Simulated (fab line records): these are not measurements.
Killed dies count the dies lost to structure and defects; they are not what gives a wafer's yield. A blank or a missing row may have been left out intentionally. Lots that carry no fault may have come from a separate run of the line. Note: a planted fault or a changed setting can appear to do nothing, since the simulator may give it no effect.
fab line records | flow sky130
[record] lots = 6 wafers = 18 lastDay = 50
route steps=708 shown POLY_GATE@235 LDD_N@237 PAD_OPEN@708
lots with no fault: from the same line, run without faults
startH: start of the lot's first displayed wafer, in hours after the record's first day | waitH: hours elapsed since this lot's preceding step | " the same as in the row above | L1.1+2: a single row standing in for several wafers | - value missing, or start not given | * or withheld: withheld | < > ~ a bound
route shown NAME@n: NAME is a module with steps in the file, n the number in the route of the first one | usual: average and standard deviation across the fault-free wafers | same: alike in all rows | chamber/n: place in a boat | sites: readings site by site | _std_site: the values' standard deviation | _edge_site: inner sites' mean taken away from outer sites' mean | radiusMm: how far each site lies from the wafer's centre | mask NAME#n: copy n | behind: the tool/chamber that last shaped the wafer | hold: why the lot was held/for how many hours/how that ended | device: which transistor (n, p or np) failed to switch | end of line: tests run on the same wafers once the route is complete | step lacking rows: just its recipe | killed: dies that structure and defects cost at the first sort, which is not the same as the wafer's yield | map: dies across one wafer; x = killed, . = not, _ = none there
set.NAME: the setting the step ran with; set.NAME@STEP: the setting that earlier step ran with | model.NAME: the simulator's own value behind a step, which no gauge read
certain route steps with their lots: each step a table, each wafer a row
services: from which hour (startH, from the record's first day; less than 0 if before it) a tool's chamber was out of use, for how many hours, and why
[[steps]]
[step SKY_POLY_GATE_THK_MEAS_21]
[recipe] reads = SiO2_of_POLY_GATE_OXIDATION_20
[usual] POLY_GATE_OXIDATION_THK = 4.02/0.074
// columns lot.wafer tool chamber startH waitH POLY_GATE_OXIDATION_THK[nm]
L657.1 filmMetro-04 - 471.60 0.0 4.06
L657.5 " - " " 4.07
L657.6 " - " " 4.07
L659.2 filmMetro-03 - 486.57 0.0 4.01
L659.4 " - " " 4.06
L659.5 " - " " 3.93
L662.1 filmMetro-04 - 508.66 0.0 3.99
L662.2 " - " " 3.93
L662.3 " - " " 4.02
L663.2 filmMetro-04 - 515.91 0.0 3.90
L663.4 " - " " 3.97
L663.5 " - " " 3.93
L665.3 filmMetro-03 - 537.63 0.0 4.08
L665.4 " - " " 4.01
L665.5 " - " " 4.15
L670.1 filmMetro-04 - 573.62 0.0 4.09
L670.3 " - " " 3.88
L670.5 " - " " 4.04
[step SKY_POLY_GATE_CD_MEAS_22]
[usual] cdNm = 150.5/2.8
// columns lot.wafer tool chamber startH waitH cdNm
L657.1 cdSem-01 - 471.66 0.1 147.4
L657.5 " - " " 149.3
L657.6 " - " " 150.6
L659.2 cdSem-01 - 486.70 0.1 148.3
L659.4 " - " " 151.0
L659.5 " - " " 147.9
L662.1 cdSem-01 - 508.72 0.1 151.7
L662.2 " - " " 148.2
L662.3 " - " " 152.9
L663.2 cdSem-01 - 515.99 0.1 150.3
L663.4 " - " " 149.8
L663.5 " - " " 152.8
L665.3 cdSem-02 - 537.72 0.1 146.3
L665.4 " - " " 150.8
L665.5 " - " " 144.1
L670.1 cdSem-02 - 573.68 0.1 152.1
L670.3 " - " " 149.6
L670.5 " - " " 149.5
[step SKY_LDD_N_DEHYDRATE_00]
[recipe] tempC = 200 timeS = 60
[step SKY_LDD_N_HMDS_01]
[recipe] primeTimeS = 60 primeTempC = 120
[step SKY_LDD_N_COAT_02]
[recipe] resist = NOVOLAK spinRpm = 3000 resistThkNm = 300
[step SKY_LDD_N_SOFTBAKE_03]
[recipe] tempC = 90 timeS = 60 resist = NOVOLAK
[step SKY_LDD_N_EXPOSE_04]
[recipe] maskId = NTM targetCdNm = 840 na = 0.6 sourceShape = conventional sigmaOuter = 0.6 doseMj = 110
[step SKY_LDD_N_PEB_05]
[recipe] tempC = withheld timeS = * resist = NOVOLAK
[step SKY_LDD_N_DEVELOP_06]
[recipe] developTimeS = 60 devTempC = 23
[step SKY_LDD_N_OVL_MEAS_07]
[usual] LDD_N_OVL = 0.2/1.8
// columns lot.wafer tool chamber startH waitH LDD_N_OVL[nm]
L657.1 overlay-02 - 502.40 0.1 1.3
L657.5 " - " " 1.7
L657.6 " - " " -0.7
L659.2 overlay-01 - 517.70 0.1 2.4
L659.4 " - " " 1.6
L659.5 " - " " -1.1
L662.1 overlay-01 - 538.27 0.1 2.5
L662.2 " - " " 1.7
L662.3 " - " " 2.7
L663.2 overlay-02 - 546.50 0.1 0.5
L663.4 " - " " -0.5
L663.5 " - " " -1.2
L665.3 overlay-02 - 567.93 0.1 0.2
L665.4 " - " " -2.3
L665.5 " - " " -3.4
L670.1 overlay-02 - 602.57 0.1 -0.4
L670.3 " - " " -2.2
L670.5 " - " " 0.6
[step SKY_LDD_N_IMPLANT_08]
[recipe] species = As energyKev = 20 doseCm2 = 7.5e+13 tiltDeg = withheld rotationDeg = 23
[step SKY_LDD_N_IMPLANT_09]
[recipe] species = As energyKev = 20 doseCm2 = 7.5e+13 tiltDeg = withheld rotationDeg = 113
[step SKY_LDD_N_IMPLANT_10]
[recipe] species = As energyKev = 20 doseCm2 = 7.5e+13 tiltDeg = withheld rotationDeg = 203
[usual] beamEnergyKeV = 20.000/0.0057
// columns lot.wafer tool chamber startH waitH beamEnergyKeV model.implant.rpNm model.implant.drpNm
L657.1 implanter-04 0 502.73 0.1 20.000 15.86 7.212
L657.5 " 0 " " 20.013 15.86 7.212
L657.6 " 0 " " 19.995 15.86 7.212
L659.2 implanter-01 0 518.06 0.1 20.007 15.61 7.212
L659.4 " 0 " " 19.999 15.61 7.212
L659.5 " 0 " " 20.011 15.61 7.212
L662.1 implanter-01 0 538.61 0.1 18.151 14.85 6.747
L662.2 " 0 " " 18.151 14.85 6.747
L662.3 " 0 " " 18.152 14.85 6.747
L663.2 implanter-02 0 546.86 0.1 20.007 15.63 7.212
L663.4 " 0 " " 20.005 15.63 7.212
L663.5 " 0 " " 20.000 15.63 7.212
L665.3 implanter-01 0 568.31 0.1 18.157 14.92 6.747
L665.4 " 0 " " 18.153 14.92 6.747
L665.5 " 0 " " 18.164 14.92 6.747
L670.1 implanter-02 0 602.91 0.1 20.000 16.12 7.212
L670.3 " 0 " " 19.998 16.12 7.212
L670.5 " 0 " " 19.986 16.12 7.212
[step SKY_LDD_N_IMPLANT_11]
[recipe] species = As energyKev = 20 doseCm2 = 7.5e+13 tiltDeg = withheld rotationDeg = 293
[step SKY_PAD_OPEN_PROBE_99]
[usual] killed_at_M0_to_M3 = 41/6.2 killed_at_M4_up = 3.0/1.7 killedAtContacts = 25/5.8 killedAtFrontEnd = 16/4.5 killedAtOther = 0.2/0.42 killedDies = 85/8.4 killedOpen = 46/5.9 killedShort = 39/6.3
[same] grossDies = 492 killedAtBackSide = 0
// columns lot.wafer tool chamber startH waitH killed_at_M0_to_M3 killed_at_M4_up killedAtContacts killedAtFrontEnd killedAtOther killedDies killedOpen killedShort model.etest.tipN.rsOhmSq
L657.1 prober-02 - 1142.77 0.1 37 2 24 11 0 74 43 31 437.7
L657.5 prober-02 - 1142.97 0.2 54 3 16 11 1 85 50 35 439.3
L657.6 prober-02 - 1143.02 0.2 46 2 22 17 0 87 42 45 441.5
L659.2 prober-02 - 1152.16 0.1 34 3 34 21 1 93 47 43 438.9
L659.4 prober-02 - 1152.26 0.2 38 2 31 21 1 93 56 35 443.9
L659.5 prober-02 - 1152.31 0.2 39 3 24 13 1 80 42 38 439.9
L662.1 prober-01 - 1165.92 0.1 44 5 24 10 0 83 49 34 439.4
L662.2 prober-01 - 1165.97 0.1 36 4 22 16 0 78 42 36 445.1
L662.3 prober-01 - 1166.02 0.2 52 1 24 15 0 92 46 46 445.4
L663.2 prober-02 - 1172.11 0.1 37 4 31 10 0 82 51 31 445
L663.4 prober-02 - 1172.21 0.2 42 2 18 14 0 76 39 37 445
L663.5 prober-02 - 1172.26 0.2 42 5 22 16 0 85 49 35 446.5
L665.3 prober-02 - 1181.71 0.2 34 3 21 16 1 75 44 31 444.8
L665.4 prober-02 - 1181.76 0.2 30 2 22 15 0 69 39 30 443.6
L665.5 prober-02 - 1181.81 0.2 34 2 22 14 0 72 46 26 445
L670.1 prober-01 - 1202.81 0.1 35 0 30 8 0 73 44 29 438.4
L670.3 prober-01 - 1202.91 0.2 44 1 34 18 0 97 48 48 437.4
L670.5 prober-01 - 1203.01 0.2 55 1 22 13 0 91 43 48 440.9
// killed by level:class
L657.1 VIA1:geometricParticle:open=9 VIA3:geometricParticle:open=8 LI_CONTACT:geometricParticle:open=7 CONTACT:geometricParticle:open=7 CONTACT:geometricParticle:short=6 METAL1:geometricParticle:short=3 VIA1:geometricParticle:short=3 VIA2:geometricParticle:open=3
L657.5 VIA3:geometricParticle:open=15 VIA1:geometricParticle:open=11 CONTACT:geometricParticle:open=8 VIA2:geometricParticle:open=8 METAL2:geometricParticle:short=5 METAL3:geometricParticle:short=4 POLY_GATE:geometricParticle:short=3 LOCAL_INTERCONNECT:geometricParticle:short=3
L657.6 CONTACT:geometricParticle:open=11 VIA1:geometricParticle:open=9 METAL1:geometricParticle:short=6 VIA2:geometricParticle:open=6 POLY_GATE:geometricParticle:short=5 CONTACT:geometricParticle:short=5 VIA2:geometricParticle:short=5 VIA3:geometricParticle:open=5
L659.2 LI_CONTACT:geometricParticle:open=11 CONTACT:geometricParticle:open=8 METAL2:geometricParticle:short=7 VIA1:geometricParticle:open=7 FIELD_ISO:geometricParticle:short=6 LI_CONTACT:geometricParticle:short=6 CONTACT:geometricParticle:short=5 VIA2:geometricParticle:open=5
L659.4 CONTACT:geometricParticle:open=15 VIA1:geometricParticle:open=12 VIA2:geometricParticle:open=9 LI_CONTACT:geometricParticle:open=8 FIELD_ISO:geometricParticle:short=5 FIELD_ISO:geometricParticle:open=4 METAL2:geometricParticle:short=4 POLY_GATE:geometricParticle:open=3
L659.5 CONTACT:geometricParticle:open=9 VIA3:geometricParticle:open=7 LI_CONTACT:geometricParticle:open=7 VIA1:geometricParticle:short=6 METAL2:geometricParticle:short=6 VIA1:geometricParticle:open=5 CONTACT:geometricParticle:short=4 VIA2:geometricParticle:open=4
L662.1 VIA1:geometricParticle:open=13 CONTACT:geometricParticle:open=8 CONTACT:geometricParticle:short=7 FIELD_ISO:geometricParticle:open=6 METAL3:geometricParticle:short=6 LI_CONTACT:geometricParticle:open=5 METAL1:geometricParticle:open=4 VIA2:geometricParticle:open=4
L662.2 VIA1:geometricParticle:open=10 METAL1:geometricParticle:short=9 LI_CONTACT:geometricParticle:open=8 VIA3:geometricParticle:open=6 FIELD_ISO:geometricParticle:open=5 CONTACT:geometricParticle:open=5 FIELD_ISO:geometricParticle:short=4 LI_CONTACT:geometricParticle:short=4
L662.3 VIA1:geometricParticle:open=14 CONTACT:geometricParticle:open=12 METAL1:geometricParticle:short=9 METAL2:geometricParticle:short=6 VIA2:geometricParticle:short=6 POLY_GATE:geometricParticle:short=5 CONTACT:geometricParticle:short=5 VIA1:geometricParticle:short=5
L663.2 CONTACT:geometricParticle:open=13 VIA1:geometricParticle:open=10 LI_CONTACT:geometricParticle:open=7 VIA2:geometricParticle:open=5 VIA1:geometricParticle:short=5 VIA3:geometricParticle:open=5 LOCAL_INTERCONNECT:geometricParticle:short=4 CONTACT:geometricParticle:short=4
L663.4 VIA2:geometricParticle:open=10 CONTACT:geometricParticle:open=7 CONTACT:geometricParticle:short=5 VIA1:geometricParticle:short=5 VIA3:geometricParticle:short=5 VIA3:geometricParticle:open=5 POLY_GATE:geometricParticle:short=4 VIA1:geometricParticle:open=4
L663.5 VIA1:geometricParticle:open=11 CONTACT:geometricParticle:open=7 METAL2:geometricParticle:short=7 LI_CONTACT:geometricParticle:open=6 FIELD_ISO:geometricParticle:open=5 VIA2:geometricParticle:open=5 POLY_GATE:geometricParticle:open=4 CONTACT:geometricParticle:short=4
L665.3 CONTACT:geometricParticle:open=7 FIELD_ISO:geometricParticle:open=6 METAL1:geometricParticle:short=6 VIA1:geometricParticle:open=6 VIA3:geometricParticle:open=6 POLY_GATE:geometricParticle:open=5 LI_CONTACT:geometricParticle:open=4 LOCAL_INTERCONNECT:geometricParticle:short=4
L665.4 CONTACT:geometricParticle:open=10 VIA1:geometricParticle:open=7 FIELD_ISO:geometricParticle:open=5 LI_CONTACT:geometricParticle:open=4 VIA1:geometricParticle:short=4 VIA2:geometricParticle:open=4 METAL3:geometricParticle:short=4 VIA3:geometricParticle:open=4
L665.5 CONTACT:geometricParticle:open=11 VIA1:geometricParticle:open=11 VIA2:geometricParticle:open=7 FIELD_ISO:geometricParticle:short=4 LI_CONTACT:geometricParticle:open=4 POLY_GATE:geometricParticle:short=3 LOCAL_INTERCONNECT:geometricParticle:short=3 METAL2:geometricParticle:open=3
L670.1 LI_CONTACT:geometricParticle:open=10 VIA1:geometricParticle:open=8 CONTACT:geometricParticle:open=7 VIA3:geometricParticle:open=7 CONTACT:geometricParticle:short=6 VIA2:geometricParticle:open=6 FIELD_ISO:geometricParticle:short=5 METAL1:geometricParticle:short=5
L670.3 CONTACT:geometricParticle:open=13 VIA1:geometricParticle:open=10 LOCAL_INTERCONNECT:geometricParticle:short=10 METAL1:geometricParticle:short=8 LI_CONTACT:geometricParticle:open=7 METAL2:geometricParticle:short=7 FIELD_ISO:geometricParticle:open=6 VIA1:geometricParticle:short=4
L670.5 VIA1:geometricParticle:open=14 LI_CONTACT:geometricParticle:short=7 VIA3:geometricParticle:open=7 METAL1:geometricParticle:short=7 METAL2:geometricParticle:short=7 VIA2:geometricParticle:open=7 POLY_GATE:geometricParticle:short=6 LOCAL_INTERCONNECT:geometricParticle:short=6
[[services]]
// columns tool chamber startH hours kind
implanter-04 - 481.94 2.9 pm
implanter-01 - 493.97 1.6 repair
implanter-04 - 537.56 1.0 repair
implanter-02 - 552.35 4.2 repair
implanter-01 - 586.31 3.4 pm
implanter-02 - 586.41 3.4 repair
[[key]]
[firstSign] step = SKY_LDD_N_IMPLANT_10 reading = beamEnergyKeV direction = down sigmas = 99+ usual = * struck = *
effect none on later readings
[modelEffect] step = SKY_LDD_N_IMPLANT_10 value = implant.rpNm without = 15.96 struck = 14.88
[modelEffect] step = SKY_PAD_OPEN_PROBE_99 value = etest.tipN.rsOhmSq without = 438.7 struck = 443.9
metAt SKY_LDD_N_IMPLANT_10
struckWafers L662.1,L662.2,L662.3,L665.3,L665.4,L665.5
testerLeftOut L662,L665
onsetBetween 518.06 538.61
[fault] kind = processParameterDrift tool = implanter-01 chamber = - onsetH = 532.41 steps = SKY_LDD_N_IMPLANT_10 channel = energyKev offset = * shape = step endH = 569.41 actsIn = * stated = *
// testerLeftOut: of these lots the tester's yield and bins aren't shown, on N5 and GAA mostly nor the transistor test; their killed dies are dies lost to structure and defects alone, not to doping, threshold or leakage, so they don't give the yield
